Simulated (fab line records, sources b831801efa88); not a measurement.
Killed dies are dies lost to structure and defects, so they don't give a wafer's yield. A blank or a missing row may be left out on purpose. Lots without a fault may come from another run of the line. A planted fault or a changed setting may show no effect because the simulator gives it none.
Which tool did it? | flow gf180mcu | 6 lots, 18 wafers sampled, at 2 steps of a route of 602

WHAT THE GAUGES READ, wafer by wafer
GF_V4_THK_MEAS_03.
lot  | measured     | on            | V4_CVD_02_THK (nm)
L732 | day 24 17:58 | film_metro-02 | 860 858 873
L734 | day 25 14:42 | film_metro-02 | 838 847 864
L737 | day 26 11:44 | film_metro-02 | 829 846 848
L745 | day 28 15:05 | film_metro-03 | 840 864 840
L748 | day 29 12:34 | film_metro-01 | 852 868 868
L751 | day 30 07:34 | film_metro-03 | 858 843 876

WHICH TOOL RAN EACH LOT (tool, then ch and the chambers of the sampled wafers, then the start)
lot  | GF_M4_SOFTBAKE_10
L732 | litho_track-02 ch 0, day 24 06:05
L734 | litho_track-03 ch 0, day 25 02:28
L737 | litho_track-01 ch 0, day 26 00:08
L745 | litho_track-02 ch 0, day 28 04:10
L748 | litho_track-02 ch 0, day 29 02:38
L751 | litho_track-01 ch 0, day 29 21:03
- GF_M4_SOFTBAKE_10: time 62.05 s.

THE ANSWER, worked out from the rows above alone
Rule: what is usual is taken from the lots themselves. Put in order of their means at a reading, lots are off if they are a third of the lots or fewer, leave a main group of 4 or more, and stand apart from it by a gap of 3 or more times the standard deviation of the main group's means; of several such gaps the widest counts. A main group whose means are all the same, to the digits that the tables above print for the reading, isn't used. A lot without any number at a reading at which 4 lots or more have one is off too. The other lots that the step has rows for count as sound.
No lot is off at any reading shown: from this, nothing can be told.

WHAT THE SIMULATOR HAD PUT IN
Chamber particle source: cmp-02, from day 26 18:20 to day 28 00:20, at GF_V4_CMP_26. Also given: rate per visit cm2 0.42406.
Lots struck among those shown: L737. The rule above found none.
